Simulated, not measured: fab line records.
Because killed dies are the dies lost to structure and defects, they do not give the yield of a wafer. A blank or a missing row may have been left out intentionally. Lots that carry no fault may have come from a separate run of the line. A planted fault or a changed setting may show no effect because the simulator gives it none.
Matching of chambers | flow gf180mcu | GF_V3_ETCH_16 on rie_diel-01 has 4 sister chambers
The step etches BARC in N2/H2. 7 wafers are shown with their chamber, then 8 later ones without.

== WAFERS PAIRED WITH THEIR CHAMBERS ==
wafer  | chamber | drypump_motor_current_A (A) | throttle_valve_pct (%)
L080.3 | 2       | 5.0                         | 13.211
L082.6 | 3       | 6.0                         | 13.221
L086.4 | 0       | 5.1                         | 13.225
L087.2 | 0       | 5.1                         | 13.226
L087.3 | 1       | 5.6                         | 13.233
L087.5 | 1       | 5.5                         | 13.227
L090.1 | 3       | 6.0                         | 13.219

== WAFERS MISSING THEIR CHAMBER ==
wafer  | drypump_motor_current_A (A) | throttle_valve_pct (%)
L090.2 | 5.0                         | 13.243
L090.3 | 5.5                         | 13.213
L090.4 | 5.1                         | 13.220
L090.5 | 6.0                         | 13.221
L090.6 | 5.0                         | 13.210
L092.3 | 5.0                         | 13.239
L092.4 | 5.5                         | 13.238
L092.6 | 5.5                         | 13.227

== EACH ONE'S CHAMBER ==
wafer  | from the rows above | in truth
L090.2 | 0                   | 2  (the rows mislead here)
L090.3 | 1                   | 1
L090.4 | 0                   | 0
L090.5 | 3                   | 3
L090.6 | 2                   | 2
L092.3 | 0                   | 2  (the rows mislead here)
L092.4 | 1                   | 1
L092.6 | 1                   | 1
Correct placement for 6 of the 8. From these rows, 0 cannot be placed. Placed wrongly: 2.
How it was worked out, from the rows above alone: a wafer's distance from a chamber is the root of the sum, over the readings, of the square of ((its reading less the chamber's mean) divided by the reading's scatter). The wafer belongs to the nearest chamber; if the next one is less than 2 further off, it can't be placed. For every chamber, the mean is computed from those of its wafers that are shown. The scatter: the root of (the sum of the squares of (reading less its chamber's mean) over the shown wafers, divided by (wafers less chambers)).
